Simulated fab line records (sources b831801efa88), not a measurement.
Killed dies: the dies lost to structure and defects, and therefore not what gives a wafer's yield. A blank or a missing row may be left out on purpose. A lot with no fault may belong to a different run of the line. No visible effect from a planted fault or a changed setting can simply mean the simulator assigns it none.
Which tool did it?	flow sky130	Sampling: 14 lots, 42 wafers, 3 of 708 route steps

WHAT EACH GAUGE READ, for each wafer
SKY_VT_ADJUST_PCH_OVL_MEAS_07.
lot	measured	on	VT_ADJUST_PCH_OVL (nm)
L235	day 10 10:52	overlay-01	0.3 0.7 -0.4
L236	day 10 14:46	overlay-01	-0.5 0.3 -2.2
L237	day 10 22:35	overlay-02	-2.5 -2.9 -2.8
L239	day 11 22:23	overlay-02	-0.4 0.7 -0.2
L240	day 12 01:46	overlay-01	-0.2 -0.6 -1.4
L241	day 12 05:55	overlay-02	0.6 0.6 -0.3
L242	day 12 18:49	overlay-01	-1.5 -0.8 0.2
L243	day 13 00:53	overlay-02	-1.4 -2.4 -1.1
L245	day 13 12:05	overlay-01	0.1 1.8 1.2
L247	day 14 02:55	overlay-01	-1.0 -2.2 -0.5
L254	day 16 14:13	overlay-01	-0.2 -0.5 -3.0
L255	day 16 17:46	overlay-02	-0.5 -0.6 -2.2
L256	day 16 21:23	overlay-01	-0.9 -0.3 -0.6
L257	day 17 07:40	overlay-01	-2.9 -4.2 -2.0

SKY_VT_ADJUST_PCH_TW_MEAS_10.
lot	measured	on	VT_ADJUST_PCH_TW
L235	day 10 11:10	film metro-03	143.5 143.4 143.5
L236	day 10 15:04	film metro-03	143.3 143.2 144.7
L237	day 10 22:52	film metro-02	141.0 140.5 141.4
L239	day 11 22:40	film metro-02	140.8 141.3 142.4
L240	day 12 02:04	film metro-02	142.0 142.0 140.8
L241	day 12 06:12	film metro-03	143.1 143.5 143.8
L242	day 12 19:24	film metro-02	141.6 142.4 142.4
L243	day 13 01:10	film metro-03	143.6 144.4 143.6
L245	day 13 12:22	film metro-03	144.9 143.7 144.1
L247	day 14 03:12	film metro-02	142.0 141.7 141.4
L254	day 16 14:30	film metro-03	142.2 142.8 142.2
L255	day 16 18:03	film metro-03	143.5 141.3 142.9
L256	day 16 21:43	film metro-04	140.7 140.9 141.1
L257	day 17 07:58	film metro-03	143.6 144.2 143.7

SKY_SONOS_ONO_THK_MEAS_01.
lot	measured	on	SONOS_ONO_OXIDATION_THK (nm)
L235	day 11 16:47	film metro-04	2.55 2.56 2.56
L236	day 11 16:48	film metro-01	2.49 2.55 2.51
L237	day 12 01:20	film metro-01	2.66 2.61 2.66
L239	day 13 02:35	film metro-04	2.68 2.65 2.71
L240	day 13 06:10	film metro-04	2.68 2.73 2.61
L241	day 13 13:08	film metro-04	2.63 2.54 2.56
L242	day 13 22:16	film metro-01	2.67 2.63 2.71
L243	day 14 06:00	film metro-01	2.70 2.59 2.59
L245	day 14 16:47	film metro-04	2.68 2.66 2.59
L247	day 15 07:25	film metro-02	2.61 2.58 2.57
L254	day 17 20:31	film metro-01	2.58 2.62 2.60
L255	day 18 01:04	film metro-02	2.69 2.62 2.62
L256	day 18 05:11	film metro-01	2.71 2.63 2.71
L257	day 18 17:10	film metro-04	2.52 2.57 2.58

TOOL THAT RAN EACH LOT (tool first, then ch and the chambers of the sampled wafers, then the start)
The record shows no process step preceding these readings.

WHAT THE TOOLS THEMSELVES READ (means of the sampled wafers that have a number; where no wafer has one, the mark that the record gives instead)
The record holds no such reading with a usual standard deviation.

THE ANSWER, worked out from the rows above alone
Rule: the usual values come from the lots themselves. Put in order of their means at a reading, lots are off if they are a third of the lots or fewer, leave a main group of 4 or more, and stand apart from it by a gap of 3 or more times the standard deviation of the main group's means; of several such gaps the widest counts. If all means in a main group match to the digits the tables above print for the reading, that group is not used. Also off: a lot with no number at a reading for which 4 or more lots have one. All remaining lots with rows at the step are treated as sound. Order of review: gauges by route order, followed by the tools' own readings, for which a lot's mean as printed above is used. The first step at which some lot is off is used, and at that step the reading that is off furthest; a lot without a number counts as furthest.
Across all readings shown, no lot is off: no conclusion can be drawn from this.

WHAT THE SIMULATOR PUT IN
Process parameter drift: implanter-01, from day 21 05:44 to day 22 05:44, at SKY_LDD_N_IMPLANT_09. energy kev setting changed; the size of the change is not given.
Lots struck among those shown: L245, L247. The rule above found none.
